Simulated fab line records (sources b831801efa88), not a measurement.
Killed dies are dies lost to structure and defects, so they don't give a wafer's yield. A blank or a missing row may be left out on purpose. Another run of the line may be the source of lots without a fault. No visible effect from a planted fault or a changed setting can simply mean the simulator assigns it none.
Which tool was responsible? | flow gf180mcu | 36 wafers from 12 lots sampled at 2 of the route's 602 steps

## WHAT THE GAUGES SHOWED, per wafer
GF_M4_RS_MEAS_05: a four-point-probe measurement. Usual: M4_ALCU_RS 0.0699 ohm/sq, standard deviation 0.00071.
lot  | measured     | on            | M4_ALCU_RS (ohm/sq)  | flag
L915 | day 23 04:19 | film-metro-02 | 0.0700 0.0703 0.0706 |
L916 | day 23 13:17 | film-metro-01 | 0.0696 0.0688 0.0691 |
L917 | day 23 23:25 | film-metro-02 | 0.0701 0.0701 0.0698 |
L919 | day 24 15:52 | film-metro-04 | 0.0702 0.0704 0.0706 |
L921 | day 25 10:46 | film-metro-04 | 0.0701 0.0701 0.0704 |
L923 | day 25 22:25 | film-metro-02 | 0.0693 0.0693 0.0690 |
L924 | day 26 14:00 | film-metro-04 | 0.0708 0.0709 0.0706 |
L931 | day 28 13:41 | film-metro-01 | 0.0689 0.0688 0.0700 |
L932 | day 28 18:56 | film-metro-01 | 0.0696 0.0695 0.0700 |
L933 | day 29 03:31 | film-metro-04 | 0.0696 0.0694 0.0693 |
L934 | day 29 07:29 | film-metro-01 | 0.0707 0.0691 0.0691 |
L936 | day 30 00:50 | film-metro-01 | 0.0697 0.0696 0.0700 |

## WHICH TOOL RAN EACH LOT (tool, then ch and the chambers of the sampled wafers, then the start)
lot  | GF_V3_CVD_23
L915 | cvd-w-01 ch 0,1, day 23 03:26
L916 | cvd-w-02 ch 0,1, day 23 12:28
L917 | cvd-w-02 ch 0,1, day 23 22:34
L919 | cvd-w-01 ch 0,1, day 24 15:02
L921 | cvd-w-01 ch 0,1, day 25 09:57
L923 | cvd-w-01 ch 0,1, day 25 21:36
L924 | cvd-w-02 ch 0,1, day 26 13:11
L931 | cvd-w-02 ch 0,1, day 28 12:52
L932 | cvd-w-02 ch 0, day 28 17:55
L933 | cvd-w-01 ch 0,1, day 29 02:41
L934 | cvd-w-02 ch 0,1, day 29 06:40
L936 | cvd-w-02 ch 0, day 30 00:01
- GF_V3_CVD_23: deposits W, target thk 350 nm, time 104.9 s.

## WHAT THE TOOLS THEMSELVES READ (means of the sampled wafers that have a number; where no wafer has one, the mark that the record gives instead)
GF_V3_CVD_23. Usual: chamber-pressure-Torr 39.99 Torr, standard deviation 0.083; heater-power-w 853 W, standard deviation 61.
lot  | tool     | chamber-pressure-Torr (Torr) | heater-power-w (W) | flag
L915 | cvd-w-01 | 39.98                        | 890                |
L916 | cvd-w-02 | 39.98                        | 791                |
L917 | cvd-w-02 | 39.98                        | 787                |
L919 | cvd-w-01 | 39.95                        | 891                |
L921 | cvd-w-01 | 39.99                        | 902                |
L923 | cvd-w-01 | 39.94                        | 883                |
L924 | cvd-w-02 | 40.06                        | 803                |
L931 | cvd-w-02 | 40.02                        | 799                |
L932 | cvd-w-02 | 40.12                        | 759                |
L933 | cvd-w-01 | 40.01                        | 902                |
L934 | cvd-w-02 | 39.93                        | 806                |
L936 | cvd-w-02 | 40.01                        | 782                |

## THE ANSWER, worked out from the rows above alone
Rule: a lot counts as off when the mean over its wafers that have a number is more than 3 standard deviations away from the usual mean. Also off: a lot with no number at a reading for which 4 or more lots have one. Where the step has rows for the other lots, those lots are counted as sound. Order of review: gauges by route order, followed by the tools' own readings, for which a lot's mean as printed above is used. The first step at which some lot is off is used, and at that step the reading that is off furthest; a lot without a number counts as furthest.
No lot is off at any reading shown: from this, nothing can be told.

## WHAT HAD BEEN PUT IN BY THE SIMULATOR
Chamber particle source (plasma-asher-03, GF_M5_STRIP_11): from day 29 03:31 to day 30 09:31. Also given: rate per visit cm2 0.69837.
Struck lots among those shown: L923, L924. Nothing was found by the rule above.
